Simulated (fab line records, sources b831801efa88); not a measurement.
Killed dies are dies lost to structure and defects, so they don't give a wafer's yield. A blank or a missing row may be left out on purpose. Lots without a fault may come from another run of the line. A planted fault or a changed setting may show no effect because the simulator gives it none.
fab line records | flow sky130
record lots=6 wafers=18 last_day=50
route steps=708 shown VIA4@644 METAL5@661 PASSIVATION@681 PAD_OPEN@708
lots that met no fault: from a run of the same line without faults
start_h: hours from the record's first day to the start of the lot's first wafer shown | wait_h: hours since the lot's step before | " the same as in the row above | L1.1+2: a row that stands for several wafers | - no value, or no start given | * or withheld: withheld | < > ~ a bound
route shown NAME@n: a module of which the file shows steps, and the number in the route of the first | usual: mean/standard deviation of fault-free wafers | same: alike in all rows | chamber/n: place in a boat | sites: the reading at each site | _std_site: their standard deviation | _edge_site: outer sites' mean less inner sites' | radius_mm: how far each site lies from the wafer's centre | mask NAME#n: copy n | behind: the tool/chamber that last shaped the wafer | hold: why the lot was held/for how many hours/how that ended | device: the transistor (n, p or np) that didn't switch | end of line: the same wafers' tests at the end of the route | a step without rows: its recipe alone | killed: dies lost to structure and defects at the first sort, not the wafer's yield | map: a wafer's dies, x killed, . not, _ none there
set.NAME: the setting as run; set.NAME@STEP: as run at that earlier step | model.NAME: the simulator's own value behind a step, which no gauge read
lots at some steps of the route; a table a step, a row a wafer
services: from which hour (start_h, from the record's first day; less than 0 if before it) a tool's chamber was out of use, for how many hours, and why
## steps
# step SKY_VIA4_HMDS_05
# recipe prime_time_s=60 prime_temp_c=118.9
# step SKY_VIA4_COAT_06
# recipe resist=NOVOLAK spin_rpm=3000 resist_thk_nm=1140
# step SKY_VIA4_SOFTBAKE_07
# recipe temp_c=90 time_s=60 resist=NOVOLAK
# step SKY_VIA4_EXPOSE_08
# recipe mask_id=VIM4 na=0.6 source_shape=conventional sigma_outer=0.6 polarization=unpolarized target_cd_nm=800 dose_mj=132
# step SKY_VIA4_PEB_09
# recipe temp_c=withheld time_s=* resist=NOVOLAK
# step SKY_VIA4_DEVELOP_10
# recipe resist=NOVOLAK developer=TMAH develop_time_s=60 dev_temp_c=23
# step SKY_VIA4_OVL_MEAS_11
# usual VIA4_OVL=-1.1/1.6
# columns lot.wafer tool chamber start_h wait_h VIA4_OVL[nm]
L184.2 overlay-02 - 1050.85 0.1 -1.5
L184.3 " - " " -3.2
L184.6 " - " " -0.9
L189.1 overlay-02 - 1069.43 0.1 -1.2
L189.2 " - " " -0.3
L189.5 " - " " 1.4
L190.2 overlay-01 - 1105.91 0.1 1.1
L190.3 " - " " 0.7
L190.4 " - " " 3.0
L194.2 overlay-02 - 1110.32 0.1 -2.7
L194.3 " - " " -2.0
L194.5 " - " " -4.1
L197.1 overlay-01 - 1113.48 0.1 0.2
L197.2 " - " " -0.4
L197.5 " - " " 0.9
L202.1 overlay-02 - 1147.30 0.1 -1.3
L202.3 " - " " -2.4
L202.4 " - " " 0.6
# step SKY_VIA4_ETCH_12
# recipe target=SiO2 chemistry=C4F8/O2/Ar stop_on=TiN mask_material=NOVOLAK source_w=1500 bias_w=1200 pressure_mtorr=40 c4f8_flow_sccm=withheld O2_flow_sccm=6 Ar_flow_sccm=300 time_s=withheld target_depth_a=5800
# step SKY_VIA4_STRIP_13
# recipe chemistry=O2/N2 power_w=1400 pressure_mtorr=1500 platen_temp_c=withheld o2_flow_sccm=3000 n2_flow_sccm=300 overash_fraction=0.5
# usual drypump_motor_current_A=5.6/0.41 oes_product_au=0.709/0.0048 strip_time_to_endpoint_s=12.802/0.023
# same overash_fraction=0.5
# columns lot.wafer tool chamber start_h wait_h drypump_motor_current_A oes_product_au rf_hours_counter_h strip_time_to_endpoint_s
L184.2 plasma_asher-04 0 1050.96 - 6.1 0.707 123 12.824
L184.3 " 0 " " 6.1 0.715 - 12.803
L184.6 " 1 " " 6.2 0.703 - 12.787
L189.1 plasma_asher-02 1 1069.54 - 5.4 0.708 58 12.790
L189.2 " 0 " " 5.1 0.711 58 12.771
L189.5 " 1 " " 5.4 0.708 - 12.821
L190.2 plasma_asher-03 0 1106.01 - 5.3 0.703 100 12.811
L190.3 " 0 " " 5.3 0.707 - 12.799
L190.4 " 1 " " 5.9 0.703 - 12.776
L194.2 plasma_asher-02 1 1110.43 - 5.4 0.711 63 12.773
L194.3 " 1 " " 5.4 0.711 - 12.850
L194.5 " 1 " " 5.4 0.719 - 12.766
L197.1 plasma_asher-04 0 1113.59 - 6.1 0.711 5 12.774
L197.2 " 1 " " 6.1 0.711 5 12.780
L197.5 " 0 " " 6.2 0.703 - 12.803
L202.1 plasma_asher-04 0 1147.41 - 6.1 0.711 8 12.825
L202.3 " 1 " " 6.1 0.711 - 12.802
L202.4 " 0 " " 6.1 0.707 - 12.762
# step SKY_VIA4_STRIP_14
# recipe chemistry=post_etch_residue_remover time_s=1200 temp_c=72.5
# step SKY_VIA4_CLEAN_15
# recipe chemistry=IPA time_s=180 temp_c=25
# step SKY_VIA4_CLEAN_16
# recipe chemistry=O3/DIW dry=n2_spin
# step SKY_VIA4_SPUTTER_17
# recipe material=TiN target_thk_nm=20 chamber_pressure_pa=5 power_w=4000 time_s=80
# usual throttle_valve_pct=29.7/1.1
# columns lot.wafer tool chamber start_h wait_h throttle_valve_pct
L184.2 pvd_sputter-03 - 1051.55 0.0 30.8
L184.3 " - " " 30.4
L184.6 " - " " 27.8
L189.1 pvd_sputter-03 - 1070.18 0.0 27.6
L189.2 " - " " 31.3
L189.5 " - " " 27.7
L190.2 pvd_sputter-03 - 1106.60 0.0 27.6
L190.3 " - " " 30.9
L190.4 " - " " 29.0
L194.2 pvd_sputter-03 - 1111.02 0.0 28.7
L194.3 " - " " 31.0
L194.5 " - " " 30.8
L197.1 pvd_sputter-04 - 1114.52 0.0 29.0
L197.2 " - " " 30.4
L197.5 " - " " 29.9
L202.1 pvd_sputter-02 - 1148.04 0.0 31.0
L202.3 " - " " 30.2
L202.4 " - " " 29.0
# step SKY_VIA4_CVD_18
# recipe material=W target_thk_nm=505 time_s=152.14 temp_c=400 pressure_torr=40
# usual heater_power_w=914/60
# columns lot.wafer tool chamber start_h wait_h heater_power_w
L184.2 cvd_w-02 0 1051.62 0.0 926
L184.3 " 0 " " 902
L184.6 " 0 " " 914
L189.1 cvd_w-02 1 1070.24 0.0 942
L189.2 " 0 " " 902
L189.5 " 1 " " 943
L190.2 cvd_w-02 0 1106.66 0.0 915
L190.3 " 1 " " 958
L190.4 " 0 " " 902
L194.2 cvd_w-02 1 1111.08 0.0 919
L194.3 " 1 " " 949
L194.5 " 0 " " 911
L197.1 cvd_w-01 1 1114.58 0.0 986
L197.2 " 0 " " 845
L197.5 " 0 " " 837
L202.1 cvd_w-01 1 1148.11 0.0 982
L202.3 " 1 " " 992
L202.4 " 0 " " 834
# step SKY_VIA4_RS_MEAS_19
# recipe thk_meas_gauge=four-point-probe reads=W_of_VIA4_CVD_18+TiN_of_VIA4_SPUTTER_17
# usual VIA4_W_RS=0.224/0.0045
# columns lot.wafer tool chamber start_h wait_h VIA4_W_RS[ohm/sq]
L184.2 film_metro-03 - 1051.80 0.1 0.216
L184.3 " - " " 0.218
L184.6 " - " " 0.218
L189.1 film_metro-03 - 1070.39 0.1 0.227
L189.2 " - " " 0.218
L189.5 " - " " 0.228
L190.2 film_metro-02 - 1106.83 0.1 0.218
L190.3 " - " " 0.228
L190.4 " - " " 0.218
L194.2 film_metro-04 - 1111.26 0.1 0.228
L194.3 " - " " 0.225
L194.5 " - " " 0.220
L197.1 film_metro-04 - 1114.74 0.1 0.224
L197.2 " - " " 0.224
L197.5 " - " " 0.224
L202.1 film_metro-03 - 1148.26 0.1 0.222
L202.3 " - " " 0.222
L202.4 " - " " 0.223
# step SKY_VIA4_THK_MEAS_20
# recipe thk_meas_gauge=xrf reads=W_of_VIA4_CVD_18
# usual VIA4_W_THK=511/11
# columns lot.wafer tool chamber start_h wait_h VIA4_W_THK[nm]
L184.2 film_metro-03 - 1051.91 0.1 529
L184.3 " - " " 520
L184.6 " - " " 520
L189.1 film_metro-03 - 1070.51 0.1 505
L189.2 " - " " 526
L189.5 " - " " 500
L190.2 film_metro-02 - 1106.94 0.1 526
L190.3 " - " " 506
L190.4 " - " " 527
L194.2 film_metro-04 - 1111.37 0.1 503
L194.3 " - " " 511
L194.5 " - " " 516
L197.1 film_metro-04 - 1114.86 0.1 510
L197.2 " - " " 507
L197.5 " - " " 509
L202.1 film_metro-03 - 1148.38 0.1 515
L202.3 " - " " 514
L202.4 " - " " 515
# step SKY_VIA4_CMP_21
# recipe stop_on=SiO2 t_overpolish_s=25 down_force_psi=3.5 platen_rpm=60 target_thk_nm=0 pad_velocity_m_s=0.94248
# step SKY_METAL5_SPUTTER_00
# recipe material=Ti target_thk_nm=15 power_w=3000 time_s=10 chamber_pressure_pa=0.4
# usual throttle_valve_pct=29.7/1.1
# columns lot.wafer tool chamber start_h wait_h throttle_valve_pct
L184.2 pvd_sputter-02 - 1052.26 0.1 29.0
L184.3 " - " " 29.4
L184.6 " - " " 31.4
L189.1 pvd_sputter-01 - 1070.87 0.2 31.3
L189.2 " - " " 30.2
L189.5 " - " " 30.1
L190.2 pvd_sputter-01 - 1107.29 0.2 30.2
L190.3 " - " " 28.3
L190.4 " - " " 28.4
L194.2 pvd_sputter-01 - 1111.72 0.2 28.5
L194.3 " - " " 31.3
L194.5 " - " " 28.4
L197.1 pvd_sputter-04 - 1115.22 0.1 29.0
L197.2 " - " " 28.8
L197.5 " - " " 29.0
L202.1 pvd_sputter-04 - 1148.74 0.1 28.3
L202.3 " - " " 30.2
L202.4 " - " " 28.9
# step SKY_METAL5_SPUTTER_01
# recipe material=TiN target_thk_nm=20 power_w=6500 time_s=16.7 chamber_pressure_pa=0.4
# step SKY_METAL5_SPUTTER_02
# recipe material=AlCu target_thk_nm=1150 power_w=10600 time_s=61.2 chamber_pressure_pa=0.4
# usual throttle_valve_pct=29.7/1.1
# columns lot.wafer tool chamber start_h wait_h throttle_valve_pct
L184.2 pvd_sputter-02 - 1052.30 0.0 29.1
L184.3 " - " " 29.5
L184.6 " - " " 31.3
L189.1 pvd_sputter-01 - 1070.92 0.0 31.2
L189.2 " - " " 30.1
L189.5 " - " " 30.2
L190.2 pvd_sputter-01 - 1107.34 0.0 30.5
L190.3 " - " " 28.4
L190.4 " - " " 28.1
L194.2 pvd_sputter-01 - 1111.76 0.0 28.2
L194.3 " - " " 31.4
L194.5 " - " " 28.2
L197.1 pvd_sputter-04 - 1115.26 0.0 28.8
L197.2 " - " " 28.6
L197.5 " - " " 29.0
L202.1 pvd_sputter-04 - 1148.79 0.0 28.4
L202.3 " - " " 30.0
L202.4 " - " " 29.1
# step SKY_METAL5_SPUTTER_03
# recipe material=Ti target_thk_nm=5 power_w=3053 time_s=3.3 chamber_pressure_pa=0.4
# step SKY_METAL5_SPUTTER_04
# recipe material=TiN target_thk_nm=70 power_w=6500 time_s=58.3 chamber_pressure_pa=0.4
# step SKY_METAL5_RS_MEAS_05
# recipe thk_meas_gauge=four-point-probe reads=TiN_of_METAL5_SPUTTER_04+Ti_of_METAL5_SPUTTER_03+AlCu_of_METAL5_SPUTTER_02+TiN_of_METAL5_SPUTTER_01+Ti_of_METAL5_SPUTTER_00
# usual METAL5_ALCU_RS=0.02712/0.00027
# columns lot.wafer tool chamber start_h wait_h METAL5_ALCU_RS[ohm/sq]
L184.2 film_metro-01 - 1052.44 0.0 0.02676
L184.3 " - " " 0.02692
L184.6 " - " " 0.02676
L189.1 film_metro-04 - 1071.04 0.0 0.02752
L189.2 " - " " 0.0276
L189.5 " - " " 0.02745
L190.2 film_metro-01 - 1107.48 0.0 0.02736
L190.3 " - " " 0.02712
L190.4 " - " " 0.02714
L194.2 film_metro-04 - 1111.90 0.0 0.02669
L194.3 " - " " 0.02655
L194.5 " - " " 0.02657
L197.1 film_metro-04 - 1115.38 0.0 0.02706
L197.2 " - " " 0.02718
L197.5 " - " " 0.02708
L202.1 film_metro-01 - 1148.90 0.0 0.02723
L202.3 " - " " 0.0271
L202.4 " - " " 0.02717
# step SKY_METAL5_THK_MEAS_06
# recipe thk_meas_gauge=xrf reads=AlCu_of_METAL5_SPUTTER_02
# usual METAL5_ALCU_THK=1131/13
# columns lot.wafer tool chamber start_h wait_h METAL5_ALCU_THK[nm]
L184.2 film_metro-01 - 1052.55 0.1 1144
L184.3 " - " " 1138
L184.6 " - " " 1147
L189.1 film_metro-04 - 1071.16 0.1 1125
L189.2 " - " " 1123
L189.5 " - " " 1125
L190.2 film_metro-01 - 1107.59 0.1 1116
L190.3 " - " " 1125
L190.4 " - " " 1121
L194.2 film_metro-04 - 1112.01 0.1 1152
L194.3 " - " " 1159
L194.5 " - " " 1158
L197.1 film_metro-04 - 1115.50 0.1 1127
L197.2 " - " " 1127
L197.5 " - " " 1132
L202.1 film_metro-01 - 1149.02 0.1 1129
L202.3 " - " " 1133
L202.4 " - " " 1135
# step SKY_METAL5_DEHYDRATE_07
# recipe temp_c=200 time_s=60
# step SKY_METAL5_HMDS_08
# recipe prime_time_s=60 prime_temp_c=120
# step SKY_METAL5_COAT_09
# recipe resist=NOVOLAK spin_rpm=3000 resist_thk_nm=1800
# step SKY_METAL5_SOFTBAKE_10
# recipe temp_c=90 time_s=60 resist=NOVOLAK
# step SKY_METAL5_EXPOSE_11
# recipe mask_id=MM5 na=0.6 source_shape=conventional sigma_outer=0.6 polarization=unpolarized target_cd_nm=1600 dose_mj=190
# step SKY_METAL5_PEB_12
# recipe temp_c=withheld time_s=* resist=NOVOLAK
# step SKY_METAL5_DEVELOP_13
# recipe resist=NOVOLAK developer=TMAH develop_time_s=60 dev_temp_c=23
# step SKY_METAL5_DESCUM_14
# recipe chemistry=O2 source_power_w=150 bias_power_w=0 pressure_mtorr=10 temp_c=40 time_s=11
# step SKY_METAL5_METAL_ETCH_15
# recipe target_depth_a=12600 stop_on=SiO2 over_etch_frac=0.2 time_s=252 chemistry=Cl2/BCl3 resist_sidewall_deg=86 pressure_mtorr=10 icp_w=900 bias_w=48.5 Cl2_flow_sccm=60 bcl3_flow_sccm=30
# step SKY_METAL5_STRIP_16
# recipe chemistry=O2/N2 power_w=1421 pressure_mtorr=1500 platen_temp_c=withheld o2_flow_sccm=3000 n2_flow_sccm=300 overash_fraction=0.5
# step SKY_METAL5_STRIP_17
# recipe chemistry=post_etch_residue_remover time_s=1200 temp_c=72.5
# step SKY_METAL5_CLEAN_18
# recipe chemistry=IPA time_s=180 temp_c=25
# step SKY_METAL5_CLEAN_19
# recipe chemistry=O3/DIW dry=n2_spin
# step SKY_PASSIVATION_CVD_00
# recipe material=SiO2 target_thk_nm=90 temp_c=400 time_s=withheld rf_w=600
# usual heater_power_w=683/160
# columns lot.wafer tool chamber start_h wait_h heater_power_w
L184.2 pecvd-04 2 1074.45 0.0 503
L184.3 " 1 " " 622
L184.6 " 0 " " 655
L189.1 pecvd-03 2 1092.60 0.0 534
L189.2 " 1 " " 671
L189.5 " 2 " " 528
L190.2 pecvd-04 2 1128.42 0.0 546
L190.3 " 1 " " 674
L190.4 " 0 " " 700
L194.2 pecvd-01 1 1132.69 0.0 632
L194.3 " 0 " " 1096
L194.5 " 1 " " 633
L197.1 pecvd-04 1 1136.07 0.0 697
L197.2 " 2 " " 507
L197.5 " 2 " " 512
L202.1 pecvd-04 1 1167.98 0.0 635
L202.3 " 2 " " 557
L202.4 " 1 " " 646
# step SKY_PASSIVATION_THK_MEAS_01
# recipe reads=SiO2_of_PASSIVATION_CVD_00
# usual PASSIVATION_CVD_00_THK=90.1/1.3
# columns lot.wafer tool chamber start_h wait_h PASSIVATION_CVD_00_THK[nm]
L184.2 film_metro-02 - 1074.48 - 89.9
L184.3 " - " " 89.4
L184.6 " - " " 91.1
L189.1 film_metro-01 - 1092.62 - 90.1
L189.2 " - " " 89.6
L189.5 " - " " 90.7
L190.2 film_metro-03 - 1128.45 - 91.2
L190.3 " - " " 91.5
L190.4 " - " " 92.5
L194.2 film_metro-02 - 1132.72 - 87.6
L194.3 " - " " 86.9
L194.5 " - " " 88.4
L197.1 film_metro-02 - 1136.10 - 90.4
L197.2 " - " " 91.0
L197.5 " - " " 92.2
L202.1 film_metro-03 - 1168.00 - 90.0
L202.3 " - " " 90.2
L202.4 " - " " 91.3
# step SKY_PASSIVATION_CVD_02
# recipe material=Si3N4 target_thk_nm=540 temp_c=400 time_s=withheld rf_w=450
# step SKY_PASSIVATION_THK_MEAS_03
# recipe reads=Si3N4_of_PASSIVATION_CVD_02
# usual PASSIVATION_CVD_02_THK=541/6.7
# columns lot.wafer tool chamber start_h wait_h PASSIVATION_CVD_02_THK[nm]
L184.2 film_metro-03 - 1074.77 - 543
L184.3 " - " " 537
L184.6 " - " " 550
L189.1 film_metro-03 - 1092.90 - 538
L189.2 " - " " 540
L189.5 " - " " 547
L190.2 film_metro-03 - 1128.73 - 535
L190.3 " - " " 540
L190.4 " - " " 546
L194.2 film_metro-03 - 1133.00 - 538
L194.3 " - " " 540
L194.5 " - " " 546
L197.1 film_metro-03 - 1136.38 - 539
L197.2 " - " " 539
L197.5 " - " " 548
L202.1 film_metro-03 - 1168.29 - 545
L202.3 " - " " 542
L202.4 " - " " 552
# step SKY_PASSIVATION_DEHYDRATE_04
# recipe temp_c=200 time_s=60
# step SKY_PAD_OPEN_PROBE_99
# usual defect_limited_yield=82.4/2.1 killed_at_M0_to_M3=44/7.4 killed_at_M4_up=3.2/2 killed_at_contacts=24/5.1 killed_at_front_end=15/4.8 killed_at_other=0.2/0.46 killed_dies=86/10 killed_open=47/7.5 killed_short=39/7 sort_bin_3_pad_short=0.9/0.4 sort_bin_5_function=10.4/1.5 sort_bin_6_memory=6.3/1.2 sort_n_pass=406/10 sort_yield_pct=82.4/2.1
# same gross_dies=492 killed_at_back_side=0 sort_bin_4_leakage[%]=0 sort_bin_8_speed[%]=0
# columns lot.wafer tool chamber start_h wait_h defect_limited_yield[%] killed_at_M0_to_M3 killed_at_M4_up killed_at_contacts killed_at_front_end killed_at_other killed_dies killed_open killed_short sort_bin_3_pad_short[%] sort_bin_5_function[%] sort_bin_6_memory[%] sort_n_pass sort_yield_pct[%] model.etest.tester.sort_n_pass model.etest.tester.sort_yield_pct model.etest.tester.sort_bin_5_pct model.etest.tester.sort_bin_3_pct
L184.2 prober-02 - 1117.75 0.1 80.1 48 1 21 28 0 98 49 49 1.2 13.2 5.5 394 80.1 394 80.08 13.21 1.22
L184.3 prober-02 - 1117.80 0.2 80.3 47 3 31 16 0 97 56 41 1.6 11.8 6.3 395 80.3 395 80.28 11.79 1.626
L184.6 prober-02 - 1117.95 0.2 86.0 45 2 12 10 0 69 35 34 0.8 9.6 3.7 423 86.0 423 85.98 9.553 0.813
L189.1 prober-02 - 1135.42 0.1 78.9 50 3 27 23 1 104 64 40 0.8 12.2 8.1 388 78.9 388 78.86 12.2 0.813
L189.2 prober-02 - 1135.47 0.1 81.3 44 4 35 8 1 92 55 37 0.8 11.6 6.3 400 81.3 400 81.3 11.59 0.813
L189.5 prober-02 - 1135.62 0.2 84.6 39 1 25 11 0 76 34 42 0.8 8.3 6.3 416 84.6 416 84.55 8.333 0.813
L190.2 prober-02 - 1167.34 0.1 68.9 49 48 29 27 0 153 56 54 3.9 18.3 8.9 339 68.9 339 68.9 18.29 3.862
L190.3 prober-02 - 1167.39 0.2 73.4 46 40 26 17 2 131 54 38 1.6 15.9 9.1 361 73.4 361 73.37 15.85 1.626
L190.4 prober-02 - 1167.44 0.2 77.6 32 37 24 16 1 110 44 31 1.4 15.4 5.5 382 77.6 382 77.64 15.45 1.423
L194.2 prober-01 - 1172.63 0.1 75.6 46 37 25 11 1 120 48 36 1.4 15.9 7.1 372 75.6 372 75.61 15.85 1.423
L194.3 prober-01 - 1172.68 0.2 79.1 32 33 23 15 0 103 33 40 1.6 13.6 5.7 389 79.1 389 79.06 13.62 1.626
L194.5 prober-01 - 1172.78 0.2 75.8 46 41 18 14 0 119 51 35 1.4 13.8 8.9 373 75.8 373 75.81 13.82 1.423
L197.1 prober-01 - 1174.72 0.1 79.3 60 3 19 19 1 102 53 49 1.2 14.6 4.9 390 79.3 390 79.27 14.63 1.22
L197.2 prober-01 - 1174.77 0.1 84.1 46 6 17 9 0 78 43 35 0.6 9.6 5.7 414 84.1 414 84.15 9.553 0.6098
L197.5 prober-01 - 1174.92 0.2 81.9 48 2 23 15 1 89 51 38 1.2 10.8 6.1 403 81.9 403 81.91 10.77 1.22
L202.1 prober-02 - 1211.83 0.1 86.4 38 3 13 12 1 67 36 31 1.2 7.5 4.9 425 86.4 425 86.38 7.52 1.22
L202.3 prober-02 - 1211.93 0.2 80.3 57 4 23 12 1 97 53 44 0.8 12.2 6.7 395 80.3 395 80.28 12.2 0.813
L202.4 prober-02 - 1211.98 0.2 85.2 38 4 19 12 0 73 35 38 0.8 8.3 5.7 419 85.2 419 85.16 8.333 0.813
# killed by level:class
L184.2 VIA1:geometric_particle:open=13 POLY_GATE:geometric_particle:short=9 CONTACT:geometric_particle:open=8 VIA1:geometric_particle:short=7 FIELD_ISO:geometric_particle:open=6 METAL1:geometric_particle:short=6 METAL2:geometric_particle:short=6 FIELD_ISO:geometric_particle:short=5
L184.3 VIA1:geometric_particle:open=11 LI_CONTACT:geometric_particle:open=9 CONTACT:geometric_particle:open=9 VIA2:geometric_particle:open=8 METAL1:geometric_particle:short=7 VIA3:geometric_particle:open=6 FIELD_ISO:geometric_particle:open=5 FIELD_ISO:geometric_particle:short=5
L184.6 VIA1:geometric_particle:open=12 VIA2:geometric_particle:open=10 FIELD_ISO:geometric_particle:short=6 VIA1:geometric_particle:short=4 METAL2:geometric_particle:short=4 VIA2:geometric_particle:short=4 LOCAL_INTERCONNECT:geometric_particle:short=3 CONTACT:geometric_particle:short=3
L189.1 VIA1:geometric_particle:open=15 CONTACT:geometric_particle:open=10 LI_CONTACT:geometric_particle:open=10 VIA2:geometric_particle:open=8 VIA1:geometric_particle:short=7 FIELD_ISO:geometric_particle:short=4 FIELD_ISO:geometric_particle:open=4 POLY_GATE:geometric_particle:short=4
L189.2 CONTACT:geometric_particle:open=12 VIA1:geometric_particle:open=11 VIA3:geometric_particle:open=9 METAL2:geometric_particle:short=9 LI_CONTACT:geometric_particle:open=7 LOCAL_INTERCONNECT:geometric_particle:short=6 CONTACT:geometric_particle:short=6 METAL1:geometric_particle:short=5
L189.5 LOCAL_INTERCONNECT:geometric_particle:short=7 CONTACT:geometric_particle:open=7 FIELD_ISO:geometric_particle:short=6 VIA2:geometric_particle:open=6 LI_CONTACT:geometric_particle:open=5 METAL2:geometric_particle:short=5 VIA3:geometric_particle:open=5 METAL1:geometric_particle:short=4
L190.2 VIA4:unspecified=43 VIA1:geometric_particle:open=17 CONTACT:geometric_particle:open=11 FIELD_ISO:geometric_particle:open=8 POLY_GATE:geometric_particle:short=7 METAL2:geometric_particle:short=7 FIELD_ISO:geometric_particle:short=6 VIA3:geometric_particle:open=6
L190.3 VIA4:unspecified=37 CONTACT:geometric_particle:open=13 VIA3:geometric_particle:open=10 METAL2:geometric_particle:short=9 VIA1:geometric_particle:open=8 VIA2:geometric_particle:open=8 LI_CONTACT:geometric_particle:open=4 CONTACT:geometric_particle:short=4
L190.4 VIA4:unspecified=33 VIA1:geometric_particle:open=11 CONTACT:geometric_particle:open=8 LI_CONTACT:geometric_particle:open=6 LOCAL_INTERCONNECT:geometric_particle:short=5 VIA3:geometric_particle:open=5 METAL2:geometric_particle:short=5 FIELD_ISO:geometric_particle:short=4
L194.2 VIA4:unspecified=36 VIA1:geometric_particle:open=14 LI_CONTACT:geometric_particle:open=8 VIA3:geometric_particle:open=7 CONTACT:geometric_particle:open=6 CONTACT:geometric_particle:short=5 METAL2:geometric_particle:short=5 VIA2:geometric_particle:open=5
L194.3 VIA4:unspecified=30 VIA1:geometric_particle:short=6 CONTACT:geometric_particle:short=6 CONTACT:geometric_particle:open=6 FIELD_ISO:geometric_particle:open=5 VIA1:geometric_particle:open=5 METAL1:geometric_particle:short=5 LI_CONTACT:geometric_particle:open=4
L194.5 VIA4:unspecified=33 VIA1:geometric_particle:open=11 FIELD_ISO:geometric_particle:open=8 VIA2:geometric_particle:open=8 LI_CONTACT:geometric_particle:open=8 VIA3:geometric_particle:open=6 METAL4:geometric_particle:short=6 FIELD_ISO:geometric_particle:short=4
L197.1 VIA1:geometric_particle:open=13 CONTACT:geometric_particle:open=10 VIA2:geometric_particle:short=8 VIA2:geometric_particle:open=8 VIA3:geometric_particle:open=7 VIA3:geometric_particle:short=6 FIELD_ISO:geometric_particle:open=5 POLY_GATE:geometric_particle:short=5
L197.2 VIA1:geometric_particle:open=10 METAL2:geometric_particle:short=7 VIA3:geometric_particle:open=6 LI_CONTACT:geometric_particle:open=5 VIA2:geometric_particle:open=5 VIA3:geometric_particle:short=5 FIELD_ISO:geometric_particle:open=4 CONTACT:geometric_particle:open=4
L197.5 VIA1:geometric_particle:open=11 VIA3:geometric_particle:open=9 CONTACT:geometric_particle:open=8 FIELD_ISO:geometric_particle:open=6 LOCAL_INTERCONNECT:geometric_particle:short=6 LI_CONTACT:geometric_particle:open=5 METAL3:geometric_particle:short=5 VIA2:geometric_particle:open=4
L202.1 VIA1:geometric_particle:open=9 CONTACT:geometric_particle:open=7 METAL1:geometric_particle:short=6 VIA3:geometric_particle:open=6 METAL2:geometric_particle:short=5 VIA2:geometric_particle:open=5 POLY_GATE:geometric_particle:open=4 POLY_GATE:geometric_particle:short=3
L202.3 VIA1:geometric_particle:open=14 VIA3:geometric_particle:short=8 METAL2:geometric_particle:short=7 VIA3:geometric_particle:open=7 CONTACT:geometric_particle:open=6 LI_CONTACT:geometric_particle:open=5 CONTACT:geometric_particle:short=5 METAL1:geometric_particle:open=5
L202.4 METAL1:geometric_particle:short=6 VIA1:geometric_particle:open=6 CONTACT:geometric_particle:short=6 CONTACT:geometric_particle:open=6 VIA1:geometric_particle:short=6 VIA3:geometric_particle:open=6 METAL2:geometric_particle:short=5 FIELD_ISO:geometric_particle:open=4
# map L190.2 (x killed, . not)
__________.......x.._________
________.....x......x._______
______......x.x..x......_____
_____.xx...x......xx.x.x.____
____.x...x.......x.x.x.xx.___
___xx..x.......x..xxx.xx...__
__xxxxxxxx.x.........x.x...x_
_xxxxxxxxx....xxx.......x....
_xxxxxxxxxxx.x.x.x..xx......x
_xxxxxxx..x.x..........x.xxx.
_.xxxxxxx....x..x.x..x.......
_xx.x....xx.x..x....xx.......
_..x.xx.xx.x.x...x..........x
_..xx........................
_...x...x.xx......xx.........
__.xx.....x..x.x....x...x..._
___...x....x..x....x......x__
____x.xxx.........x..x....___
_____...xxx..........x...____
______..x...x....x.....x_____
________......xx..x..x_______
__________....x..x.._________
# map L194.2 (x killed, . not)
__________.....x...._________
________x...xx.x...x.._______
______x...........x..x.x_____
_____xx..x........x.x....____
____xxxx....x...x...xx....___
___xxxxxxx..x...x.x.......x__
__.xxxxxxx.....x...x...x...._
_..xxxxxx..x.........xx.x...x
_.xxxxxx.....x...x........x.x
_x..x..xxx...xx.x.x..x....x..
_....x....x............xx....
_.....x.......xx............x
_x.x........x..x.............
_.x...............x.x..x.....
_...x.........x...x..xx.....x
__x........x....x..........._
___x..x.............xx.....__
____...x..x........x.x...x___
_____........x..........x____
______.....x...x.x......_____
________x.xx...x......_______
__________........x._________
## services
# columns tool chamber start_h hours kind
pvd_sputter-03 - 1044.63 1.0 repair
pecvd-01 1 1051.46 5.1 repair
cvd_w-02 0 1051.50 - calibration
pvd_sputter-03 3 1053.03 - consumable_replace:kit
plasma_asher-04 - 1055.25 9.0 pm
pvd_sputter-04 - 1060.28 27.0 repair
plasma_asher-03 - 1069.45 7.2 repair
cvd_w-01 1 1083.17 19.2 repair
pvd_sputter-03 - 1095.03 0.6 repair
pvd_sputter-04 2 1097.11 - consumable_replace:kit
pvd_sputter-04 2 1097.11 18.0 scheduled_down
pvd_sputter-04 2 1097.11 18.0 vent_cycle
pvd_sputter-02 - 1110.58 10.9 repair
pvd_sputter-01 2 1111.29 - consumable_replace:kit
pvd_sputter-01 2 1111.29 18.0 scheduled_down
pvd_sputter-01 2 1111.29 18.0 vent_cycle
pvd_sputter-02 - 1123.22 4.9 repair
plasma_asher-04 - 1135.16 2.7 repair
pecvd-04 - 1138.05 0.7 repair
cvd_w-01 - 1145.78 0.6 repair
pvd_sputter-04 - 1149.58 3.2 repair
pvd_sputter-01 1 1152.37 - consumable_replace:kit
pvd_sputter-01 1 1152.37 18.0 scheduled_down
pvd_sputter-01 1 1152.37 18.0 vent_cycle
## key
first_sign step=SKY_PAD_OPEN_PROBE_99 reading=killed_at_M4_up direction=up sigmas=18 usual=3.2 struck=39.3
effect step=SKY_PAD_OPEN_PROBE_99 reading=defect_limited_yield direction=down sigmas=3.6 usual=82.4 struck=75.1
model_effect step=SKY_PAD_OPEN_PROBE_99 value=etest.tester.sort_n_pass without=400.2 struck=369.3
met_at SKY_VIA4_SPUTTER_17
struck_wafers L190.2,L190.3,L190.4,L194.2,L194.3,L194.5
onset_between 1070.18 1106.60
also_fits SKY_VIA4_CVD_18:cvd_w-02,SKY_METAL5_SPUTTER_00:pvd_sputter-01,SKY_METAL5_SPUTTER_02:pvd_sputter-01
fault kind=chamber_particle_source tool=pvd_sputter-03 chamber=- onset_h=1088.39 steps=SKY_VIA4_SPUTTER_17 rate_per_visit_cm2=0.47553 end_h=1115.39
